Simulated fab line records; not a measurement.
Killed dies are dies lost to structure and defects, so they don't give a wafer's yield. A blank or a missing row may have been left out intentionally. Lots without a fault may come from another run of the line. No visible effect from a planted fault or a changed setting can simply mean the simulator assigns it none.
The tool behind it: which one? | flow sky130 | Sampling: 12 lots, 36 wafers, 5 of 708 route steps

WHAT EACH GAUGE READ, for each wafer
No reading from a measuring or inspecting step in the record can be judged against a usual standard deviation.

TOOL THAT RAN EACH LOT (tool first, then ch and the chambers of the sampled wafers, then the start)
lot  | SKY_VIA4_CMP_02               | SKY_VIA4_ETCH_12                   | SKY_VIA4_STRIP_14               | SKY_METAL5_DESCUM_14              | SKY_PAD_OPEN_PROBE_99
L281 | cmp-02 ch 0,3, day 41 13:16   | rie-diel-03 ch 0,1,3, day 42 12:51 | wet-bench-04 ch 2, day 42 13:01 | rie-metal-01 ch 0,1, day 43 13:38 | prober-01, day 45 12:44
L282 | cmp-02 ch 0,1, day 41 21:15   | rie-diel-04 ch 1,2,3, day 42 21:22 | wet-bench-02 ch 1, day 42 21:32 | rie-metal-04 ch 0, day 43 21:55   | prober-02, day 45 20:40
L285 | cmp-02 ch 0,2,3, day 43 07:43 | rie-diel-03 ch 0,3, day 44 06:26   | wet-bench-03 ch 0, day 44 06:36 | rie-metal-01 ch 0, day 45 05:40   | prober-01, day 47 01:15
L287 | cmp-02 ch 0,1,2, day 43 13:06 | rie-diel-04 ch 0,1,2, day 44 11:34 | wet-bench-03 ch 3, day 44 11:44 | rie-metal-04 ch 0,1, day 45 10:28 | prober-01, day 47 06:49
L289 | cmp-01 ch 0,2,3, day 44 05:03 | rie-diel-03 ch 0,1, day 45 03:02   | wet-bench-04 ch 2, day 45 03:12 | rie-metal-02 ch 0,1, day 46 01:19 | prober-01, day 47 19:34
L290 | cmp-01 ch 0,2,3, day 44 16:50 | rie-diel-03 ch 1,3, day 45 14:16   | wet-bench-02 ch 3, day 45 14:26 | rie-metal-04 ch 0, day 46 12:13   | prober-02, day 48 07:13
L291 | cmp-02 ch 2,3, day 44 23:45   | rie-diel-01 ch 0,1,3, day 45 20:20 | wet-bench-02 ch 2, day 45 20:30 | rie-metal-02 ch 0,1, day 46 17:49 | prober-02, day 48 11:25
L293 | cmp-01 ch 1,2, day 45 09:17   | rie-diel-01 ch 1,2, day 46 06:41   | wet-bench-03 ch 2, day 46 06:51 | rie-metal-02 ch 0,1, day 47 04:34 | prober-01, day 48 21:31
L294 | cmp-02 ch 1,2, day 45 16:26   | rie-diel-03 ch 1,2, day 46 12:54   | wet-bench-03 ch 2, day 46 13:17 | rie-metal-02 ch 0,1, day 47 10:16 | prober-02, day 49 02:58
L295 | cmp-01 ch 0,2,3, day 45 18:01 | rie-diel-01 ch 0,2, day 46 14:48   | wet-bench-04 ch 1, day 46 15:00 | rie-metal-01 ch 0,1, day 47 12:10 | prober-01, day 49 05:14
L297 | cmp-01 ch 1,2,3, day 46 05:50 | rie-diel-04 ch 1,3, day 47 01:05   | wet-bench-04 ch 1, day 47 01:15 | rie-metal-02 ch 0, day 47 21:34   | prober-01, day 49 14:02
L301 | cmp-01 ch 1,2,3, day 48 07:43 | rie-diel-03 ch 1,2,3, day 49 02:09 | wet-bench-03 ch 1, day 49 02:19 | rie-metal-02 ch 0,1, day 49 19:52 | prober-01, day 51 07:41
- SKY_VIA4_CMP_02: polishes SiO2.
- SKY_VIA4_ETCH_12: etches SiO2 in C4F8/O2/Ar, stops on TiN, target depth 580 nm.
- SKY_VIA4_STRIP_14: strips in post etch residue remover, time 1200 s.
- SKY_METAL5_DESCUM_14: chemistry O2, time 11 s.
- SKY_PAD_OPEN_PROBE_99

WHAT THE TOOLS THEMSELVES READ (means of the sampled wafers that have a number; where no wafer has one, the mark that the record gives instead)
SKY_VIA4_CMP_02. Usual: motor-current-A 12.5 A, standard deviation 1.3; slurry-filter-dp-kPa 13.51 kPa, standard deviation 0.15; slurry-flow-ml-min 150.0, standard deviation 0.44.
lot  | tool   | motor-current-A (A) | slurry-filter-dp-kPa (kPa) | slurry-flow-ml-min | flag
L281 | cmp-02 | 12.2                | 13.67                      | 150.4              |
L282 | cmp-02 | 11.0                | 13.52                      | 149.3              |
L285 | cmp-02 | 12.5                | 13.38                      | 150.0              |
L287 | cmp-02 | 12.2                | 13.38                      | 149.9              |
L289 | cmp-01 | 12.4                | 13.67                      | 149.8              |
L290 | cmp-01 | 12.6                | 13.55                      | 150.4              |
L291 | cmp-02 | 13.5                | 13.50                      | 150.2              |
L293 | cmp-01 | 12.3                | 13.45                      | 150.0              |
L294 | cmp-02 | 13.8                | 13.64                      | 150.1              |
L295 | cmp-01 | 12.6                | 13.55                      | 150.4              |
L297 | cmp-01 | 12.0                | 13.43                      | 149.7              |
L301 | cmp-01 | 12.3                | 13.44                      | 150.3              |

SKY_VIA4_ETCH_12. Usual: oes-product-au reads 0.926 a.u. (standard deviation 0.0049).
lot  | tool        | oes-product-au (a.u.) | flag
L281 | rie-diel-03 | 0.931                 |
L282 | rie-diel-04 | 0.928                 |
L285 | rie-diel-03 | 0.924                 |
L287 | rie-diel-04 | 0.922                 |
L289 | rie-diel-03 | 0.927                 |
L290 | rie-diel-03 | 0.929                 |
L291 | rie-diel-01 | 0.929                 |
L293 | rie-diel-01 | 0.929                 |
L294 | rie-diel-03 | 0.925                 |
L295 | rie-diel-01 | 0.925                 |
L297 | rie-diel-04 | 0.926                 |
L301 | rie-diel-03 | 0.929                 |

SKY_METAL5_DESCUM_14. Usual: drypump-motor-current-A 5.7 A, standard deviation 0.55; oes-product-au 1.000 a.u., standard deviation 0.0095.
lot  | tool         | drypump-motor-current-A (A) | oes-product-au (a.u.) | flag
L281 | rie-metal-01 | 5.7                         | 0.995                 |
L282 | rie-metal-04 | 5.0                         | 1.007                 |
L285 | rie-metal-01 | 6.1                         | 1.003                 |
L287 | rie-metal-04 | 5.1                         | 1.000                 |
L289 | rie-metal-02 | 6.3                         | 1.007                 |
L290 | rie-metal-04 | 4.9                         | 1.007                 |
L291 | rie-metal-02 | 6.3                         | 1.012                 |
L293 | rie-metal-02 | 6.2                         | 1.002                 |
L294 | rie-metal-02 | 6.3                         | 1.002                 |
L295 | rie-metal-01 | 5.9                         | 0.998                 |
L297 | rie-metal-02 | 6.5                         | 1.009                 |
L301 | rie-metal-02 | 6.0                         | 0.997                 |

SKY_PAD_OPEN_PROBE_99. Usual: defect-limited-yield 82.6 %, standard deviation 1.9; killed_at_M0_to_M3 43, standard deviation 7.3; killed_at_M4_up 3.0, standard deviation 2; killed-at-contacts 24, standard deviation 5.2; killed-at-front-end 15, standard deviation 4.4; killed-at-other 0.2, standard deviation 0.48; killed-dies 86, standard deviation 9.1; killed-open 47, standard deviation 7.3; killed-short 38, standard deviation 6.4; sort_bin_3_pad_short 0.8 %, standard deviation 0.38; sort_bin_5_function 10.5 %, standard deviation 1.4; sort_bin_6_memory 6.1 %, standard deviation 1.1; sort-n-pass 406, standard deviation 9.1; sort-yield-pct 82.6 %, standard deviation 1.9.
lot  | tool      | defect-limited-yield (%) | killed_at_M0_to_M3 | killed_at_M4_up | killed-at-contacts | killed-at-front-end | killed-at-other | killed-dies | killed-open | killed-short | sort_bin_3_pad_short (%) | sort_bin_5_function (%) | sort_bin_6_memory (%) | sort-n-pass | sort-yield-pct (%) | flag
L281 | prober-01 | 83.5                     | 40                 | 5.0             | 25                 | 12                  | 0.0             | 81          | 43          | 39           | 1.2                      | 9.8                     | 5.5                   | 411         | 83.5               |
L282 | prober-02 | 82.8                     | 42                 | 2.3             | 28                 | 12                  | 0.7             | 85          | 51          | 32           | 0.7                      | 10.1                    | 6.4                   | 407         | 82.8               |
L285 | prober-01 | 82.0                     | 44                 | 3.7             | 20                 | 22                  | 0.0             | 89          | 45          | 43           | 0.9                      | 10.4                    | 6.8                   | 403         | 82.0               |
L287 | prober-01 | 81.6                     | 52                 | 3.0             | 24                 | 11                  | 0.3             | 91          | 52          | 39           | 0.8                      | 12.0                    | 5.6                   | 401         | 81.6               |
L289 | prober-01 | 82.0                     | 45                 | 1.3             | 24                 | 18                  | 0.3             | 88          | 45          | 43           | 0.8                      | 11.4                    | 5.8                   | 404         | 82.0               |
L290 | prober-02 | 83.5                     | 41                 | 2.7             | 24                 | 14                  | 0.0             | 81          | 41          | 40           | 1.0                      | 9.1                     | 6.3                   | 411         | 83.5               |
L291 | prober-02 | 83.0                     | 45                 | 4.7             | 16                 | 18                  | 0.0             | 83          | 38          | 45           | 0.9                      | 10.2                    | 5.9                   | 409         | 83.0               |
L293 | prober-01 | 82.4                     | 41                 | 2.7             | 27                 | 16                  | 0.0             | 86          | 43          | 43           | 1.2                      | 10.7                    | 5.6                   | 406         | 82.4               |
L294 | prober-02 | 80.4                     | 48                 | 2.3             | 26                 | 21                  | 0.0             | 97          | 53          | 43           | 0.7                      | 11.8                    | 7.2                   | 395         | 80.4               |
L295 | prober-01 | 81.2                     | 41                 | 4.0             | 29                 | 18                  | 0.7             | 92          | 47          | 45           | 1.1                      | 10.4                    | 7.3                   | 400         | 81.2               |
L297 | prober-01 | 82.2                     | 46                 | 2.0             | 22                 | 17                  | 0.3             | 87          | 49          | 39           | 0.5                      | 11.3                    | 6.0                   | 405         | 82.2               |
L301 | prober-01 | 74.0                     | 42                 | 45.3            | 26                 | 15                  | 0.0             | 128         | 47          | 39           | 2.4                      | 16.1                    | 7.5                   | 364         | 74.0               | OFF

THE ANSWER, worked out from the rows above alone
Rule: a lot is off if the mean of its wafers that have a number lies more than 3 standard deviations from the usual mean. Also off: a lot with no number at a reading for which 4 or more lots have one. Any other lot the step has rows for is counted as sound. The gauges are gone through in route order, then the tools' own readings, and for those a lot's mean is taken as printed above. At the first step where some lot is off, the reading lying furthest off is the one used; lots without a number count as furthest.
Off at SKY_PAD_OPEN_PROBE_99 (killed_at_M4_up): L301.
A tool fits if, at that step or a process step before it, it ran every lot that is off, and no sound lot after the first of them. Can't be told from this: 5 tools fit, cmp-01 at SKY_VIA4_CMP_02, rie-diel-03 at SKY_VIA4_ETCH_12, wet-bench-03 at SKY_VIA4_STRIP_14, rie-metal-02 at SKY_METAL5_DESCUM_14, prober-01 at SKY_PAD_OPEN_PROBE_99.

WHAT WAS PUT IN BY THE SIMULATOR
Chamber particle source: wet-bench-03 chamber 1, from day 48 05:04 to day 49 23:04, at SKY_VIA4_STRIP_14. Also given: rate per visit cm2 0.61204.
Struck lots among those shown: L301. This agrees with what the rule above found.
